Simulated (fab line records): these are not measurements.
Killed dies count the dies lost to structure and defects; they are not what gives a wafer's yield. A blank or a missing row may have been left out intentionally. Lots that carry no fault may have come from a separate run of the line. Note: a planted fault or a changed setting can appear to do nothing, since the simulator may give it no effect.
fab line records	flow sky130
record lots=6	wafers=18	last-day=50
route steps=708 shown METAL4@637 VIA4@639 PAD_OPEN@708
lots untouched by any fault: they come from a run of this same line in which no faults occurred
start-h: start of the lot's first displayed wafer, in hours after the record's first day	wait-h: hours elapsed since this lot's preceding step	" repeats the value in the row above	L1.1+2: a row that stands for several wafers	- no value present, or no start provided	* or withheld: withheld	< > ~ a bound
route shown NAME@n: NAME is a module with steps in the file, n the number in the route of the first one	usual: mean/standard deviation taken from wafers without a fault	same: alike in all rows	chamber/n: place in a boat	sites: the reading at each site	_std_site: standard deviation of those values	_edge_site: the outer-site mean with the inner-site mean subtracted	radius-mm: how far each site lies from the wafer's centre	mask NAME#n: copy n	behind: the last tool/chamber to shape the wafer	hold: why the lot went on hold/how many hours it stayed there/how the hold came to an end	device: names the non-switching transistor (n, p or np)	end of line: tests of these same wafers at the route's end	a step given without rows: its recipe and nothing more	killed: dies that structure and defects cost at the first sort, which is not the same as the wafer's yield	map: per-die view of a wafer (x killed, . not killed, _ where there is no die)
set.NAME: the setting as run; set.NAME@STEP: as run at that earlier step	model.NAME: the simulator's own value behind a step, which no gauge read
certain route steps with their lots: each step a table, each wafer a row
services: when a tool's chamber went out of use (start-h, in hours from the record's first day, below 0 if earlier), for how many hours, and the reason
## steps
# step SKY_METAL4_CLEAN_21
# recipe chemistry=IPA	time-s=180	temp-c=25
# step SKY_METAL4_CLEAN_22
# recipe chemistry=O3/DIW	dry=n2-spin
# step SKY_VIA4_HDPCVD_00
# recipe material=SiO2	target-thk-nm=1750	sigma-open-frac=0.3	time-s=291.7	temp-c=400	sih4-flow-sccm=60	pressure-mtorr=6
# step SKY_VIA4_THK_MEAS_01
# recipe reads=SiO2_of_VIA4_HDPCVD_00
# usual VIA4_HDPCVD_THK=1745/20
lot.wafer	tool	chamber	start-h	wait-h	VIA4_HDPCVD_THK[nm]
L547.1	film-metro-04	-	1036.98	0.1	1746
L547.2	"	-	"	"	1758
L547.5	"	-	"	"	1745
L553.2	film-metro-01	-	1075.10	0.1	1732
L553.5	"	-	"	"	1706
L553.6	"	-	"	"	1726
L554.2	film-metro-04	-	1092.80	0.3	1711
L554.3	"	-	"	"	1773
L554.6	"	-	"	"	1760
L555.1	film-metro-04	-	1094.20	0.1	1727
L555.4	"	-	"	"	1746
L555.6	"	-	"	"	1730
L557.2	film-metro-03	-	1100.08	0.1	1727
L557.4	"	-	"	"	1720
L557.6	"	-	"	"	1745
L556.2	film-metro-03	-	1113.06	0.1	1753
L556.4	"	-	"	"	1752
L556.6	"	-	"	"	1739
# step SKY_VIA4_CMP_02
# recipe material=SiO2	down-force-psi=4	platen-rpm=60	pad-velocity-m-s=0.94248
# usual motor-current-A=12.4/1.5
lot.wafer	tool	chamber	start-h	wait-h	motor-current-A
L547.2	cmp-01	0	1037.04	0.0	12.4
L547.1	"	2	"	"	12.6
L547.5	"	1	"	"	13.6
L553.2	cmp-02	3	1075.20	0.1	11.3
L553.6	"	2	"	"	10.2
L553.5	"	3	"	"	10.7
L554.3	cmp-02	1	1092.85	0.0	9.8
L554.2	"	2	"	"	10.3
L554.6	"	2	"	"	10.0
L555.4	cmp-01	0	1094.31	0.1	12.7
L555.1	"	2	"	"	11.9
L555.6	"	3	"	"	14.7
L557.4	cmp-02	0	1101.54	1.4	13.3
L557.2	"	2	"	"	10.9
L557.6	"	3	"	"	11.5
L556.4	cmp-02	2	1113.16	0.1	10.2
L556.2	"	0	"	"	14.1
L556.6	"	2	"	"	9.9
# step SKY_VIA4_BOW_MEAS_03
# recipe mode=bow
# usual VIA4_BOW=81/8.9
lot.wafer	tool	chamber	start-h	wait-h	VIA4_BOW[um]
L547.1	film-metro-03	-	1037.34	0.1	67
L547.2	"	-	"	"	67
L547.5	"	-	"	"	63
L553.2	film-metro-01	-	1075.47	0.2	64
L553.5	"	-	"	"	76
L553.6	"	-	"	"	68
L554.2	film-metro-04	-	1093.17	0.2	73
L554.3	"	-	"	"	82
L554.6	"	-	"	"	70
L555.1	film-metro-03	-	1094.56	0.1	87
L555.4	"	-	"	"	95
L555.6	"	-	"	"	83
L557.2	film-metro-04	-	1101.81	0.1	74
L557.4	"	-	"	"	77
L557.6	"	-	"	"	84
L556.2	film-metro-04	-	1113.43	0.1	69
L556.4	"	-	"	"	84
L556.6	"	-	"	"	69
# step SKY_VIA4_DEHYDRATE_04
# recipe temp-c=200	time-s=60
# step SKY_VIA4_HMDS_05
# recipe prime-time-s=60	prime-temp-c=120
# step SKY_VIA4_COAT_06
# recipe resist=NOVOLAK	spin-rpm=3000	resist-thk-nm=1140
# step SKY_VIA4_SOFTBAKE_07
# recipe temp-c=90	time-s=60	resist=NOVOLAK
# step SKY_VIA4_EXPOSE_08
# recipe mask-id=VIM4	na=0.6	source-shape=conventional	sigma-outer=0.6	polarization=unpolarized	target-cd-nm=800	dose-mj=132
# step SKY_VIA4_PEB_09
# recipe temp-c=withheld	time-s=*	resist=NOVOLAK
# step SKY_VIA4_DEVELOP_10
# recipe resist=NOVOLAK	developer=TMAH	develop-time-s=60	dev-temp-c=23
# usual developer-temp-C=23.01/0.1
# same develop-time-s=60
lot.wafer	tool	chamber	start-h	wait-h	developer-temp-C
L547.1	litho-track-02	0	1058.54	0.1	22.83
L547.2	"	0	"	"	23.05
L547.5	"	0	"	"	22.96
L553.2	litho-track-03	0	1095.70	0.1	22.99
L553.5	"	0	"	"	22.82
L553.6	"	0	"	"	22.86
L554.2	litho-track-03	0	1113.70	0.1	22.24
L554.3	"	0	"	"	22.19
L554.6	"	0	"	"	22.20
L555.1	litho-track-02	0	1114.04	0.1	23.09
L555.4	"	0	"	"	22.95
L555.6	"	0	"	"	22.95
L557.2	litho-track-03	0	1121.80	0.1	22.08
L557.4	"	0	"	"	22.17
L557.6	"	0	"	"	22.02
L556.2	litho-track-02	0	1131.81	0.1	23.25
L556.4	"	0	"	"	23.04
L556.6	"	0	"	"	22.91
# step SKY_VIA4_OVL_MEAS_11
# usual VIA4_OVL=-0.8/1.2
lot.wafer	tool	chamber	start-h	wait-h	VIA4_OVL[nm]
L547.1	overlay-01	-	1058.69	0.1	0.5
L547.2	"	-	"	"	0.6
L547.5	"	-	"	"	0.9
L553.2	overlay-02	-	1095.83	0.1	-0.1
L553.5	"	-	"	"	0.3
L553.6	"	-	"	"	0.3
L554.2	overlay-01	-	1113.83	0.1	-1.7
L554.3	"	-	"	"	-1.3
L554.6	"	-	"	"	-0.8
L555.1	overlay-02	-	1114.19	0.1	-2.3
L555.4	"	-	"	"	-1.7
L555.6	"	-	"	"	-1.2
L557.2	overlay-01	-	1121.93	0.1	1.4
L557.4	"	-	"	"	0.3
L557.6	"	-	"	"	0.0
L556.2	overlay-02	-	1131.94	0.1	-0.9
L556.4	"	-	"	"	0.2
L556.6	"	-	"	"	-0.4
# step SKY_PAD_OPEN_PROBE_99
# usual defect-limited-yield=82.6/1.8	killed_at_M0_to_M3=44/6.3	killed_at_M4_up=2.8/1.7	killed-at-contacts=25/5.8	killed-at-front-end=14/4.4	killed-at-other=0.3/0.49	killed-dies=86/8.7	killed-on-rim=17/4.3	killed-open=48/5.8	killed-short=38/6	sort_bin_3_pad_short=0.8/0.39	sort_bin_5_function=10.4/1.4	sort_bin_6_memory=6.2/1.1	sort-n-pass=406/8.7	sort-yield-pct=82.6/1.8
# same gross-dies=492	killed-at-back-side=0	sort_bin_4_leakage[%]=0	sort_bin_8_speed[%]=0
lot.wafer	tool	chamber	start-h	wait-h	defect-limited-yield[%]	killed_at_M0_to_M3	killed_at_M4_up	killed-at-contacts	killed-at-front-end	killed-at-other	killed-dies	killed-on-rim	killed-open	killed-short	sort_bin_3_pad_short[%]	sort_bin_5_function[%]	sort_bin_6_memory[%]	sort-n-pass	sort-yield-pct[%]
L547.1	prober-02	-	1124.46	0.1	81.7	42	3	29	15	1	90	21	57	33	0.6	12.2	5.5	402	81.7
L547.2	prober-02	-	1124.51	0.1	82.3	49	1	17	20	0	87	15	50	37	0.2	11.2	6.3	405	82.3
L547.5	prober-02	-	1124.66	0.2	80.9	39	3	37	15	0	94	20	43	51	0.6	11.2	7.3	398	80.9
L553.2	prober-02	-	1159.08	0.1	83.9	31	4	30	13	1	79	14	45	34	0.6	9.3	6.1	413	83.9
L553.5	prober-02	-	1159.23	0.2	81.7	52	0	18	19	1	90	22	47	43	0.6	10.4	7.3	402	81.7
L553.6	prober-02	-	1159.28	0.2	80.3	52	5	23	17	0	97	23	49	48	1.4	12.0	6.3	395	80.3
L554.2	prober-01	-	1173.32	0.1	85.6	41	4	18	8	0	71	18	39	32	0.2	8.3	5.9	421	85.6
L554.3	prober-01	-	1173.37	0.2	80.7	41	4	29	20	1	95	18	53	42	0.6	11.6	7.1	397	80.7
L554.6	prober-01	-	1173.52	0.2	82.5	46	4	29	7	0	86	18	50	36	0.4	10.6	6.5	406	82.5
L555.1	prober-02	-	1174.04	0.1	86.0	32	1	17	19	0	69	15	43	26	0.6	8.3	5.1	423	86.0
L555.4	prober-02	-	1174.19	0.2	83.5	47	1	22	11	0	81	19	52	29	0.6	10.2	5.7	411	83.5
L555.6	prober-02	-	1174.29	0.2	81.1	50	6	26	11	0	93	17	48	45	0.6	10.0	8.3	399	81.1
L557.2	prober-01	-	1181.43	0.1	77.6	55	3	32	20	0	110	26	65	45	0.4	14.0	7.9	382	77.6
L557.4	prober-01	-	1181.53	0.2	81.7	47	3	27	13	0	90	21	54	36	1.2	8.9	8.1	402	81.7
L557.6	prober-01	-	1181.63	0.2	80.7	54	4	27	10	0	95	17	58	37	0.4	11.8	7.1	397	80.7
L556.2	prober-02	-	1189.74	0.1	80.7	47	4	23	21	0	95	15	50	45	1.2	11.4	6.7	397	80.7
L556.4	prober-02	-	1189.84	0.2	82.5	38	6	27	15	0	86	16	43	43	1.0	8.7	7.7	406	82.5
L556.6	prober-02	-	1189.94	0.2	80.1	39	4	30	25	0	98	28	55	43	1.0	11.0	7.9	394	80.1
# killed by level:class
L547.1 CONTACT:geometric-particle:open=15 VIA1:geometric-particle:open=8 VIA2:geometric-particle:open=6 VIA3:geometric-particle:open=6 LI_CONTACT:geometric-particle:open=5 METAL2:geometric-particle:short=5 FIELD_ISO:geometric-particle:open=4 POLY_GATE:geometric-particle:open=4
L547.2 VIA3:geometric-particle:open=11 METAL2:geometric-particle:short=9 VIA2:geometric-particle:open=8 FIELD_ISO:geometric-particle:short=7 LI_CONTACT:geometric-particle:open=7 FIELD_ISO:geometric-particle:open=6 VIA1:geometric-particle:open=6 CONTACT:geometric-particle:open=4
L547.5 LI_CONTACT:geometric-particle:open=12 CONTACT:geometric-particle:open=11 VIA1:geometric-particle:open=8 CONTACT:geometric-particle:short=7 LOCAL_INTERCONNECT:geometric-particle:short=6 VIA2:geometric-particle:short=5 VIA3:geometric-particle:open=5 FIELD_ISO:geometric-particle:short=4
L553.2 LI_CONTACT:geometric-particle:open=10 CONTACT:geometric-particle:open=8 VIA2:geometric-particle:open=6 LOCAL_INTERCONNECT:geometric-particle:short=5 VIA1:geometric-particle:open=5 FIELD_ISO:geometric-particle:open=4 METAL4:geometric-particle:short=4 POLY_GATE:geometric-particle:open=4
L553.5 VIA2:geometric-particle:open=11 METAL1:geometric-particle:short=9 VIA1:geometric-particle:open=9 METAL2:geometric-particle:short=8 FIELD_ISO:geometric-particle:short=7 LI_CONTACT:geometric-particle:open=7 CONTACT:geometric-particle:open=7 POLY_GATE:geometric-particle:short=4
L553.6 VIA3:geometric-particle:open=11 CONTACT:geometric-particle:open=8 VIA1:geometric-particle:open=8 CONTACT:geometric-particle:short=7 METAL1:geometric-particle:short=7 VIA1:geometric-particle:short=7 POLY_GATE:geometric-particle:open=6 VIA2:geometric-particle:open=5
L554.2 VIA1:geometric-particle:open=10 CONTACT:geometric-particle:open=8 VIA3:geometric-particle:open=8 VIA1:geometric-particle:short=6 VIA2:geometric-particle:open=5 CONTACT:geometric-particle:short=5 METAL1:geometric-particle:short=4 LI_CONTACT:geometric-particle:open=3
L554.3 CONTACT:geometric-particle:open=14 VIA2:geometric-particle:open=9 VIA1:geometric-particle:open=8 POLY_GATE:geometric-particle:open=5 LI_CONTACT:geometric-particle:open=5 METAL2:geometric-particle:short=5 POLY_GATE:geometric-particle:short=4 SPACER:geometric-particle:open=4
L554.6 VIA3:geometric-particle:open=15 CONTACT:geometric-particle:open=13 VIA1:geometric-particle:open=7 LI_CONTACT:geometric-particle:open=6 METAL1:geometric-particle:short=6 VIA3:geometric-particle:short=6 CONTACT:geometric-particle:short=5 LOCAL_INTERCONNECT:geometric-particle:short=3
L555.1 VIA1:geometric-particle:open=10 LI_CONTACT:geometric-particle:open=7 FIELD_ISO:geometric-particle:open=6 CONTACT:geometric-particle:open=6 FIELD_ISO:geometric-particle:short=5 METAL3:geometric-particle:short=5 POLY_GATE:geometric-particle:open=4 VIA2:geometric-particle:open=4
L555.4 VIA1:geometric-particle:open=18 CONTACT:geometric-particle:open=9 LI_CONTACT:geometric-particle:open=5 FIELD_ISO:geometric-particle:short=4 VIA2:geometric-particle:open=4 METAL1:geometric-particle:short=4 VIA1:geometric-particle:short=4 METAL3:geometric-particle:short=4
L555.6 VIA1:geometric-particle:open=11 VIA2:geometric-particle:open=10 CONTACT:geometric-particle:open=8 LI_CONTACT:geometric-particle:open=6 LI_CONTACT:geometric-particle:short=6 METAL1:geometric-particle:short=5 METAL2:geometric-particle:short=5 METAL4:geometric-particle:short=5
L557.2 VIA1:geometric-particle:open=13 CONTACT:geometric-particle:open=10 VIA2:geometric-particle:open=10 METAL2:geometric-particle:short=9 FIELD_ISO:geometric-particle:open=8 LI_CONTACT:geometric-particle:open=8 CONTACT:geometric-particle:short=7 METAL1:geometric-particle:short=6
L557.4 CONTACT:geometric-particle:open=11 VIA2:geometric-particle:open=9 VIA3:geometric-particle:open=8 VIA1:geometric-particle:open=8 VIA3:geometric-particle:short=8 METAL2:geometric-particle:short=7 LI_CONTACT:geometric-particle:open=6 POLY_GATE:geometric-particle:open=5
L557.6 VIA2:geometric-particle:open=12 VIA1:geometric-particle:open=10 VIA3:geometric-particle:open=10 LI_CONTACT:geometric-particle:open=8 CONTACT:geometric-particle:open=7 METAL3:geometric-particle:short=6 CONTACT:geometric-particle:short=6 LOCAL_INTERCONNECT:geometric-particle:short=5
L556.2 CONTACT:geometric-particle:open=10 VIA1:geometric-particle:open=8 VIA2:geometric-particle:open=8 METAL2:geometric-particle:short=7 FIELD_ISO:geometric-particle:open=6 CONTACT:geometric-particle:short=6 VIA3:geometric-particle:open=6 METAL1:geometric-particle:short=5
L556.4 CONTACT:geometric-particle:open=9 LI_CONTACT:geometric-particle:open=7 METAL2:geometric-particle:short=6 VIA2:geometric-particle:open=5 METAL1:geometric-particle:short=5 VIA1:geometric-particle:open=5 METAL4:geometric-particle:short=5 POLY_GATE:geometric-particle:open=4
L556.6 LI_CONTACT:geometric-particle:open=10 VIA3:geometric-particle:open=9 VIA2:geometric-particle:open=9 FIELD_ISO:geometric-particle:short=7 VIA1:geometric-particle:open=7 CONTACT:geometric-particle:open=6 LOCAL_INTERCONNECT:geometric-particle:short=6 FIELD_ISO:geometric-particle:open=5
## services
tool	chamber	start-h	hours	kind
cmp-02	-	1039.62	4.8	pm
cmp-01	-	1041.08	0.5	repair
cmp-01	-	1064.50	8.5	pm
cmp-02	-	1084.00	4.0	pm
cmp-02	-	1088.00	-	consumable-replace:conditioner
cmp-02	-	1088.00	-	consumable-replace:pad
cmp-01	-	1096.29	3.4	repair
cmp-02	-	1097.45	2.8	repair
## key
first-sign step=SKY_VIA4_DEVELOP_10	reading=developer-temp-C	direction=down	sigmas=8.4	usual=*	struck=*
effect none on later readings
met-at SKY_VIA4_DEVELOP_10
struck-wafers L554.2,L554.3,L554.6,L557.2,L557.4,L557.6
onset-between 1095.70 1113.70
fault kind=process-parameter-drift	tool=litho-track-03	chamber=-	onset-h=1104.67	steps=SKY_VIA4_DEVELOP_10	channel=dev-temp-c	offset=*	shape=step	end-h=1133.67	acts-in=*	stated=*
